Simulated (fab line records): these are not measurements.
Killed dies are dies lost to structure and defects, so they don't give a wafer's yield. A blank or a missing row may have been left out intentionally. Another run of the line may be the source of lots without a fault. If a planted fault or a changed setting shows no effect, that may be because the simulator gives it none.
Which of the tools did it? || flow sky130 || 11 lots with 30 wafers sampled at 5 steps, on a route of 708 steps

WHAT THE GAUGES SHOWED, per wafer
SKY_LOCAL_INTERCONNECT_RS_MEAS_01: measures by four-point-probe. Usual: for LOCAL_INTERCONNECT_TIN_RS the level is 14.18 ohm/sq and the standard deviation is 0.15.
{"lot": "L353", "measured": "day 30 23:24", "on": "film_metro-03", "LOCAL_INTERCONNECT_TIN_RS (ohm/sq)": "14.19 14.17 14.29", "flag": ""}
{"lot": "L356", "measured": "day 32 07:13", "on": "film_metro-02", "LOCAL_INTERCONNECT_TIN_RS (ohm/sq)": "14.28 14.21 14.20", "flag": ""}
{"lot": "L355", "measured": "day 32 07:49", "on": "film_metro-02", "LOCAL_INTERCONNECT_TIN_RS (ohm/sq)": "14.38 14.32 14.20", "flag": ""}
{"lot": "L357", "measured": "day 33 04:31", "on": "film_metro-01", "LOCAL_INTERCONNECT_TIN_RS (ohm/sq)": "14.30 14.10 13.97", "flag": ""}
{"lot": "L360", "measured": "day 33 06:37", "on": "film_metro-03", "LOCAL_INTERCONNECT_TIN_RS (ohm/sq)": "14.02 14.16 13.87", "flag": ""}
{"lot": "L359", "measured": "day 33 10:27", "on": "film_metro-02", "LOCAL_INTERCONNECT_TIN_RS (ohm/sq)": "14.10 14.25 14.03", "flag": ""}
{"lot": "L361", "measured": "day 33 11:28", "on": "film_metro-03", "LOCAL_INTERCONNECT_TIN_RS (ohm/sq)": "13.98 14.22 14.07", "flag": ""}
{"lot": "L362", "measured": "day 34 09:33", "on": "film_metro-02", "LOCAL_INTERCONNECT_TIN_RS (ohm/sq)": "14.28 14.17 14.44", "flag": ""}
{"lot": "L368", "measured": "day 35 10:25", "on": "film_metro-02", "LOCAL_INTERCONNECT_TIN_RS (ohm/sq)": "14.34 14.39", "flag": ""}
{"lot": "L372", "measured": "day 36 12:04", "on": "film_metro-03", "LOCAL_INTERCONNECT_TIN_RS (ohm/sq)": "14.40 14.39", "flag": ""}
{"lot": "L371", "measured": "day 36 13:46", "on": "film_metro-01", "LOCAL_INTERCONNECT_TIN_RS (ohm/sq)": "14.04 14.18", "flag": ""}

SKY_PASSIVATION_THK_MEAS_03. Usual: for PASSIVATION_CVD_02_THK the level is 537 nm and the standard deviation is 8.7.
{"lot": "L353", "measured": "day 45 10:01", "on": "film_metro-02", "PASSIVATION_CVD_02_THK (nm)": "528 545 542", "flag": ""}
{"lot": "L356", "measured": "day 46 10:48", "on": "film_metro-01", "PASSIVATION_CVD_02_THK (nm)": "531 538 553", "flag": ""}
{"lot": "L355", "measured": "day 46 13:00", "on": "film_metro-01", "PASSIVATION_CVD_02_THK (nm)": "543 524 547", "flag": ""}
{"lot": "L357", "measured": "day 46 23:45", "on": "film_metro-02", "PASSIVATION_CVD_02_THK (nm)": "528 551 537", "flag": ""}
{"lot": "L360", "measured": "day 47 01:19", "on": "film_metro-02", "PASSIVATION_CVD_02_THK (nm)": "530 530 541", "flag": ""}
{"lot": "L359", "measured": "day 47 06:50", "on": "film_metro-01", "PASSIVATION_CVD_02_THK (nm)": "535 525 540", "flag": ""}
{"lot": "L361", "measured": "day 47 08:22", "on": "film_metro-02", "PASSIVATION_CVD_02_THK (nm)": "530 540 540", "flag": ""}
{"lot": "L362", "measured": "day 47 22:11", "on": "film_metro-04", "PASSIVATION_CVD_02_THK (nm)": "529 533 535", "flag": ""}
{"lot": "L368", "measured": "day 48 17:06", "on": "film_metro-02", "PASSIVATION_CVD_02_THK (nm)": "518 403", "flag": "OFF"}
{"lot": "L372", "measured": "day 49 10:55", "on": "film_metro-01", "PASSIVATION_CVD_02_THK (nm)": "411 416", "flag": "OFF"}
{"lot": "L371", "measured": "day 49 11:44", "on": "film_metro-01", "PASSIVATION_CVD_02_THK (nm)": "533 417", "flag": "OFF"}

WHICH TOOL RAN EACH LOT (tool, then ch and the chambers of the sampled wafers, then the start)
{"lot": "L353", "SKY_CONTACT_ETCH_16": "rie_diel-03 ch 0,1,2, day 33 09:25", "SKY_METAL1_SPUTTER_01": "pvd_sputter-04, day 33 10:49", "SKY_PASSIVATION_CVD_02": "pecvd-01 ch 2, day 45 09:40"}
{"lot": "L356", "SKY_CONTACT_ETCH_16": "rie_diel-01 ch 0,1, day 34 15:41", "SKY_METAL1_SPUTTER_01": "pvd_sputter-03, day 34 17:20", "SKY_PASSIVATION_CVD_02": "pecvd-03 ch 1,2, day 46 10:35"}
{"lot": "L355", "SKY_CONTACT_ETCH_16": "rie_diel-01 ch 0,3, day 34 16:18", "SKY_METAL1_SPUTTER_01": "pvd_sputter-01, day 34 17:42", "SKY_PASSIVATION_CVD_02": "pecvd-02 ch 0,2, day 46 12:46"}
{"lot": "L357", "SKY_CONTACT_ETCH_16": "rie_diel-03 ch 0,2,3, day 35 10:23", "SKY_METAL1_SPUTTER_01": "pvd_sputter-04, day 35 11:48", "SKY_PASSIVATION_CVD_02": "pecvd-03 ch 0,1, day 46 23:30"}
{"lot": "L360", "SKY_CONTACT_ETCH_16": "rie_diel-01 ch 1,2, day 35 14:09", "SKY_METAL1_SPUTTER_01": "pvd_sputter-01, day 35 15:33", "SKY_PASSIVATION_CVD_02": "pecvd-03 ch 0,1, day 47 01:05"}
{"lot": "L359", "SKY_CONTACT_ETCH_16": "rie_diel-01 ch 0,2,3, day 35 18:05", "SKY_METAL1_SPUTTER_01": "pvd_sputter-03, day 35 19:28", "SKY_PASSIVATION_CVD_02": "pecvd-02 ch 1,2, day 47 06:37"}
{"lot": "L361", "SKY_CONTACT_ETCH_16": "rie_diel-03 ch 1,3, day 35 19:13", "SKY_METAL1_SPUTTER_01": "pvd_sputter-03, day 35 20:37", "SKY_PASSIVATION_CVD_02": "pecvd-01 ch 1,2, day 47 08:08"}
{"lot": "L362", "SKY_CONTACT_ETCH_16": "rie_diel-01 ch 0,3, day 36 16:10", "SKY_METAL1_SPUTTER_01": "pvd_sputter-01, day 36 17:38", "SKY_PASSIVATION_CVD_02": "pecvd-02 ch 1,2, day 47 21:57"}
{"lot": "L368", "SKY_CONTACT_ETCH_16": "rie_diel-02 ch 2,3, day 37 17:28", "SKY_METAL1_SPUTTER_01": "pvd_sputter-04, day 37 18:58", "SKY_PASSIVATION_CVD_02": "pecvd-02 ch 2, day 48 16:52"}
{"lot": "L372", "SKY_CONTACT_ETCH_16": "rie_diel-02 ch 3, day 38 17:22", "SKY_METAL1_SPUTTER_01": "pvd_sputter-04, day 38 18:46", "SKY_PASSIVATION_CVD_02": "pecvd-02 ch 0,2, day 49 10:46"}
{"lot": "L371", "SKY_CONTACT_ETCH_16": "rie_diel-01 ch 1,3, day 38 19:43", "SKY_METAL1_SPUTTER_01": "pvd_sputter-01, day 38 21:10", "SKY_PASSIVATION_CVD_02": "pecvd-02 ch 0, day 49 11:30"}
- SKY_CONTACT_ETCH_16: etches BARC in N2/H2, stops on SiO2, time 45.9 s, target depth 60 nm.
- SKY_METAL1_SPUTTER_01: material TiN, target thk 20 nm, time 16.7 s.
- SKY_PASSIVATION_CVD_02: deposits Si3N4, target thk 540 nm.

AS READ BY THE TOOLS THEMSELVES (means over the sampled wafers that have a number; for cases with no such wafer, the mark the record gives instead)
SKY_CONTACT_ETCH_16. Usual: bias_w 99.98 W, standard deviation 0.27; chamber_pressure_mTorr 30.003 mTorr, standard deviation 0.026; drypump_motor_current_A 5.7 A, standard deviation 0.59; oes_product_au 0.854 a.u., standard deviation 0.005; throttle_valve_pct 13.226 %, standard deviation 0.0091.
{"lot": "L353", "tool": "rie_diel-03", "bias_w (W)": 99.77, "chamber_pressure_mTorr (mTorr)": 29.992, "drypump_motor_current_A (A)": 5.5, "oes_product_au (a.u.)": 0.848, "throttle_valve_pct (%)": 13.222, "flag": ""}
{"lot": "L356", "tool": "rie_diel-01", "bias_w (W)": 99.99, "chamber_pressure_mTorr (mTorr)": 30.000, "drypump_motor_current_A (A)": 6.2, "oes_product_au (a.u.)": 0.856, "throttle_valve_pct (%)": 13.233, "flag": ""}
{"lot": "L355", "tool": "rie_diel-01", "bias_w (W)": 100.07, "chamber_pressure_mTorr (mTorr)": 30.005, "drypump_motor_current_A (A)": 5.9, "oes_product_au (a.u.)": 0.853, "throttle_valve_pct (%)": 13.230, "flag": ""}
{"lot": "L357", "tool": "rie_diel-03", "bias_w (W)": 99.72, "chamber_pressure_mTorr (mTorr)": 30.021, "drypump_motor_current_A (A)": 5.6, "oes_product_au (a.u.)": 0.849, "throttle_valve_pct (%)": 13.222, "flag": ""}
{"lot": "L360", "tool": "rie_diel-01", "bias_w (W)": 99.93, "chamber_pressure_mTorr (mTorr)": 29.970, "drypump_motor_current_A (A)": 6.1, "oes_product_au (a.u.)": 0.859, "throttle_valve_pct (%)": 13.219, "flag": ""}
{"lot": "L359", "tool": "rie_diel-01", "bias_w (W)": 99.84, "chamber_pressure_mTorr (mTorr)": 30.013, "drypump_motor_current_A (A)": 5.9, "oes_product_au (a.u.)": 0.854, "throttle_valve_pct (%)": 13.222, "flag": ""}
{"lot": "L361", "tool": "rie_diel-03", "bias_w (W)": 99.84, "chamber_pressure_mTorr (mTorr)": 29.965, "drypump_motor_current_A (A)": 6.0, "oes_product_au (a.u.)": 0.851, "throttle_valve_pct (%)": 13.224, "flag": ""}
{"lot": "L362", "tool": "rie_diel-01", "bias_w (W)": 99.81, "chamber_pressure_mTorr (mTorr)": 30.003, "drypump_motor_current_A (A)": 5.4, "oes_product_au (a.u.)": 0.850, "throttle_valve_pct (%)": 13.224, "flag": ""}
{"lot": "L368", "tool": "rie_diel-02", "bias_w (W)": 100.11, "chamber_pressure_mTorr (mTorr)": 30.016, "drypump_motor_current_A (A)": 5.2, "oes_product_au (a.u.)": 0.853, "throttle_valve_pct (%)": 13.232, "flag": ""}
{"lot": "L372", "tool": "rie_diel-02", "bias_w (W)": 100.11, "chamber_pressure_mTorr (mTorr)": 30.002, "drypump_motor_current_A (A)": 5.2, "oes_product_au (a.u.)": 0.851, "throttle_valve_pct (%)": 13.223, "flag": ""}
{"lot": "L371", "tool": "rie_diel-01", "bias_w (W)": 99.99, "chamber_pressure_mTorr (mTorr)": 29.996, "drypump_motor_current_A (A)": 5.1, "oes_product_au (a.u.)": 0.855, "throttle_valve_pct (%)": 13.227, "flag": ""}

SKY_METAL1_SPUTTER_01. Usual: throttle_valve_pct reads 29.9 % (standard deviation 1).
{"lot": "L353", "tool": "pvd_sputter-04", "throttle_valve_pct (%)": 30.0, "flag": ""}
{"lot": "L356", "tool": "pvd_sputter-03", "throttle_valve_pct (%)": 30.1, "flag": ""}
{"lot": "L355", "tool": "pvd_sputter-01", "throttle_valve_pct (%)": 29.2, "flag": ""}
{"lot": "L357", "tool": "pvd_sputter-04", "throttle_valve_pct (%)": 29.7, "flag": ""}
{"lot": "L360", "tool": "pvd_sputter-01", "throttle_valve_pct (%)": 29.2, "flag": ""}
{"lot": "L359", "tool": "pvd_sputter-03", "throttle_valve_pct (%)": 30.7, "flag": ""}
{"lot": "L361", "tool": "pvd_sputter-03", "throttle_valve_pct (%)": 29.0, "flag": ""}
{"lot": "L362", "tool": "pvd_sputter-01", "throttle_valve_pct (%)": 29.0, "flag": ""}
{"lot": "L368", "tool": "pvd_sputter-04", "throttle_valve_pct (%)": 29.9, "flag": ""}
{"lot": "L372", "tool": "pvd_sputter-04", "throttle_valve_pct (%)": 30.6, "flag": ""}
{"lot": "L371", "tool": "pvd_sputter-01", "throttle_valve_pct (%)": 29.1, "flag": ""}

SKY_PASSIVATION_CVD_02. Usual: heater_power_w reads 715 W (standard deviation 86).
{"lot": "L353", "tool": "pecvd-01", "heater_power_w (W)": 769, "flag": ""}
{"lot": "L356", "tool": "pecvd-03", "heater_power_w (W)": 712, "flag": ""}
{"lot": "L355", "tool": "pecvd-02", "heater_power_w (W)": 651, "flag": ""}
{"lot": "L357", "tool": "pecvd-03", "heater_power_w (W)": 649, "flag": ""}
{"lot": "L360", "tool": "pecvd-03", "heater_power_w (W)": 666, "flag": ""}
{"lot": "L359", "tool": "pecvd-02", "heater_power_w (W)": 781, "flag": ""}
{"lot": "L361", "tool": "pecvd-01", "heater_power_w (W)": 794, "flag": ""}
{"lot": "L362", "tool": "pecvd-02", "heater_power_w (W)": 752, "flag": ""}
{"lot": "L368", "tool": "pecvd-02", "heater_power_w (W)": 645, "flag": ""}
{"lot": "L372", "tool": "pecvd-02", "heater_power_w (W)": 595, "flag": ""}
{"lot": "L371", "tool": "pecvd-02", "heater_power_w (W)": 648, "flag": ""}

THE ANSWER, worked out from the rows above alone
Rule: a lot counts as off when the mean over its wafers that have a number is more than 3 standard deviations away from the usual mean. Also off: a lot with no number at a reading for which 4 or more lots have one. Where the step has rows for the other lots, those lots are counted as sound. After the gauges, taken in route order, come the tools' own readings; for these a lot's mean is taken, as printed above. At the first step where some lot is off, the reading lying furthest off is the one used; lots without a number count as furthest.
Off: L368, L372, L371, seen at SKY_PASSIVATION_THK_MEAS_03 (PASSIVATION_CVD_02_THK).
If a tool, at a process step before that reading, ran all the lots that are off and no sound lot after the first of them, it fits. Gauges at SKY_PASSIVATION_THK_MEAS_03: tried the same way as those tools. One fits: SKY_PASSIVATION_CVD_02 on pecvd-02. A fault onset in the window from L362 (day 47 21:57, its last sound lot) to L368 (day 48 16:52, its first lot off) fits.

WHAT THE SIMULATOR HAD INSERTED
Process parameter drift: pecvd-02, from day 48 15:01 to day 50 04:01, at SKY_PASSIVATION_CVD_02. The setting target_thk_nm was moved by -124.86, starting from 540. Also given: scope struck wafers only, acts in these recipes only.
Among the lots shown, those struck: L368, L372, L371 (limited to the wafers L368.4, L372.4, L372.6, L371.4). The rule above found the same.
